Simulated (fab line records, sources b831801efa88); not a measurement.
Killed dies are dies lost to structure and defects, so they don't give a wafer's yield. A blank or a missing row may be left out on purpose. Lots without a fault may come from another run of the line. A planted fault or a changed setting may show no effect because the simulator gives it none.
Chamber matching | flow gf180mcu | GF_CONTACT_CMP_27 on cmp-02: 4 sister chambers
The step polishes, stops on SiO2, t overpolish 15 s, target thk 0 nm. 18 wafers are shown with their chamber, then 9 later ones without.

WAFERS WITH THEIR CHAMBER
wafer  | chamber | motor_current_A (A) | time_to_endpoint_s (s) | retaining_ring_pressure_frac
L101.1 | 0       | 12.3                | 71.1                   | 1.006
L101.2 | 3       | 11.3                | 69.5                   | 0.992
L101.3 | 1       | 12.0                | 71.5                   | 1.001
L105.2 | 0       | 12.2                | 69.7                   | 1.005
L105.4 | 3       | 11.7                | 65.5                   | 1.003
L105.6 | 0       | 12.5                | 68.8                   | 0.999
L108.2 | 3       | 11.7                | 66.1                   | 1.001
L108.5 | 2       | 11.1                | 75.0                   | 1.003
L108.6 | 3       | 11.2                | 68.5                   | 0.999
L110.1 | 2       | 11.4                | 73.2                   | 1.007
L110.2 | 1       | 11.0                | 72.4                   | 0.995
L110.4 | 0       | 12.3                | 72.9                   | 1.000
L113.1 | 3       | 11.6                | 66.3                   | 0.995
L113.2 | 0       | 12.4                | 69.9                   | 1.005
L113.5 | 3       | 11.5                | 68.0                   | 0.997
L114.1 | 1       | 11.2                | 67.8                   | 1.003
L114.2 | 0       | 12.6                | 71.5                   | 1.001
L114.6 | 1       | 11.2                | 69.7                   | 0.999

SIGNATURES (means of the wafers above)
reading                      | chamber 0 | chamber 1 | chamber 2 | chamber 3 | scatter within a chamber
motor_current_A              | 12.383    | 11.350    | 11.250    | 11.500    | 0.262
time_to_endpoint_s           | 70.650    | 70.350    | 74.100    | 67.317    | 1.63
retaining_ring_pressure_frac | 1.00267   | 0.99950   | 1.00500   | 0.99783   | 0.00348
Rule: a wafer's distance from a chamber is the root of the sum, over the readings, of the square of ((its reading less the chamber's mean) divided by the reading's scatter). The wafer belongs to the nearest chamber; if the next one is less than 2 further off, it can't be placed. The scatter: the root of (the sum of the squares of (reading less its chamber's mean) over the shown wafers, divided by (wafers less chambers)).

WAFERS WITHOUT THEIR CHAMBER
wafer  | motor_current_A (A) | time_to_endpoint_s (s) | retaining_ring_pressure_frac
L116.1 | 12.0                | 73.0                   | 0.997
L116.2 | 11.1                | 70.9                   | 0.998
L116.3 | 11.2                | 66.8                   | 0.993
L120.1 | 11.8                | 71.1                   | 0.992
L120.4 | 11.2                | 68.8                   | 1.005
L120.5 | 11.2                | 70.5                   | 1.006
L123.1 | 11.4                | 71.5                   | 0.994
L123.2 | 13.5                | 71.7                   | 1.001
L123.4 | 11.0                | 71.9                   | 1.005

WHICH CHAMBER EACH WENT THROUGH
wafer  | from the rows above               | in truth
L116.1 | can't be placed: 0 or 1 or 2 or 3 | 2
L116.2 | can't be placed: 1 or 3 or 2      | 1
L116.3 | can't be placed: 3 or 1           | 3
L120.1 | can't be placed: 1 or 3 or 0 or 2 | 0
L120.4 | can't be placed: 1 or 3 or 2      | 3
L120.5 | can't be placed: 1 or 2 or 3      | 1
L123.1 | can't be placed: 1 or 3 or 2      | 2
L123.2 | 0                                 | 0
L123.4 | can't be placed: 2 or 1           | 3
Placed correctly: 1 of 9. Can't be placed from these rows: 8 (the true chamber is among the candidates in 7). Placed wrongly: 0.
